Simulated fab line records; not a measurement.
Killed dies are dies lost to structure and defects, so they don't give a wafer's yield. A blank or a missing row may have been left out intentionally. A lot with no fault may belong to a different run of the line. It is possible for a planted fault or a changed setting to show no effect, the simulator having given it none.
A struck lot beside a sound one / flow sfq_line / 15 steps out of a route of 325
Sound: these wafers, L190.1, L190.5, L190.6. Wafers L201.1, L201.3, L201.5 were the ones struck. The cause comes at the end.
For every step that has rows: the tool of each side, followed by ch and its chambers, followed by its first start. Under that, the readings that differ: sound wafers / struck wafers / difference of the means / sigmas: that difference in standard deviations of wafers without a fault.
alike: a reading whose means differ by less than 2 such deviations, as well as words and numbers matching on both sides. not compared: withheld readings; readings where some wafer has no value; bounds like >300 that might hide an equal value; numbers whose values overlap and for which the record gives no deviation.
The two part at a step that has a row with sigmas, a row that says differs or no value, or rows on one side only. Non-overlapping numbers with no deviation appear without sigmas and do not part them. A reading missing from all wafers of one side parts the sides only when that side holds two or more wafers.

first, 1 step without rows for these wafers: SFQ_TRILAYER_M3_STRIP_SOLV_CLEAN_080 (cleans in NMP, time 600 s).
SFQ_TRILAYER_I3_DEP_PECVD_081: deposits SiO2 from SiH4/N2O, time 111.11 s, target thk 500 nm.
  sound on pecvd-01 ch 1,2, day 27 00:23; struck on pecvd-04 ch 0,1,2, day 34 01:12
  alike: heater_power_outer_w, heater_power_w, throttle_valve_pct
SFQ_TRILAYER_I3_CMP_CMP_082: polishes SiO2.
  sound on cmp-02 ch 1,2, day 27 08:31; struck on cmp-02 ch 1,2,3, day 34 13:40
  alike: motor_current_A, time_to_endpoint_s
SFQ_I3_BOW_MEAS_922:
  sound on film_metro-03 at day 27 11:31; struck on film_metro-03 at day 34 16:10
  alike: I3_BOW
SFQ_TRILAYER_I3_METRO_MEASURE_083:
  sound on film_metro-03 at day 27 11:38; struck on film_metro-03 at day 34 16:17
  alike: thk_nm
then, 6 steps without rows for these wafers: SFQ_TRILAYER_I3_VIA_LITHO_COAT_090 (resist thk 62 nm); SFQ_TRILAYER_I3_VIA_LITHO_COAT_085 (resist thk 650 nm); SFQ_TRILAYER_I3_VIA_LITHO_SOFTBAKE_089; SFQ_TRILAYER_I3_VIA_LITHO_EXPOSE_086 (exposes mask I3, target cd 500 nm); SFQ_TRILAYER_I3_VIA_LITHO_PEB_088 (peb time 60 s); SFQ_TRILAYER_I3_VIA_LITHO_DEVELOP_087 (time 60 s).
-- the record jumps here: 6 days lie between the struck wafers' starts before and after --
SFQ_I3_OVL_MEAS_923:
  sound on overlay-01 at day 33 16:13; struck on overlay-01 at day 41 03:25
  alike: I3_OVL
SFQ_TRILAYER_I3_VIA_BARC_OPEN_VIA_ETCH_121: etches BARC in O2, target depth 125 nm, time 41.7 s.
  sound on rie_diel-03 ch 1,2, day 33 16:15; struck on rie_diel-01 ch 1,3, day 41 03:27
reading=oes_product_au (a.u.); sound=0.680 0.697 0.692; struck=0.816 0.817 0.817; difference=+0.127; sigmas=+26
reading=run_length_s (s); sound=69.8 69.8 70.4; struck=60.4 60.8 60.5; difference=-9.4; sigmas=-25
reading=time_s (s); sound=41.7 41.7 41.7; struck=29.19 29.19 29.19; difference=-12.51; sigmas=
reading=model.KrF_of_TRILAYER_I3_VIA_LITHO_COAT_085.thk_nm (nm); sound=574.8 575.3 573.6; struck=585.7 585.2 585.2; difference=+10.8; sigmas=
  alike: drypump_motor_current_A
  not compared: rf_hours_counter_h
SFQ_TRILAYER_I3_VIA_ETCH_VIA_ETCH_088: etches SiO2 in CHF3, stops on Nb, target depth 260 nm.
  sound on rie_diel-03 ch 1,2, day 33 16:17; struck on rie_diel-01 ch 1,3, day 41 03:29
reading=model.KrF_of_TRILAYER_I3_VIA_LITHO_COAT_085.thk_nm (nm); sound=530.2 530.1 528; struck=540.6 539.8 539.9; difference=+10.7; sigmas=
  alike: drypump_motor_current_A, oes_product_au
SFQ_TRILAYER_I3_VIA_STRIP_STRIP_089: strips in O2.
  sound on rie_metal-04 ch 0,1, day 33 16:24; struck on rie_metal-01 ch 1, day 41 03:36
reading=oes_product_au (a.u.); sound=1.019 1.016 1.008; struck=0.987 0.980 0.977; difference=-0.033; sigmas=-3
  alike: drypump_motor_current_A
  not compared: rf_hours_counter_h

## WHERE THEY PART
At SFQ_TRILAYER_I3_VIA_BARC_OPEN_VIA_ETCH_121 first; at SFQ_TRILAYER_I3_VIA_STRIP_STRIP_089 last (within this record only).

WHY: what the simulator had put in
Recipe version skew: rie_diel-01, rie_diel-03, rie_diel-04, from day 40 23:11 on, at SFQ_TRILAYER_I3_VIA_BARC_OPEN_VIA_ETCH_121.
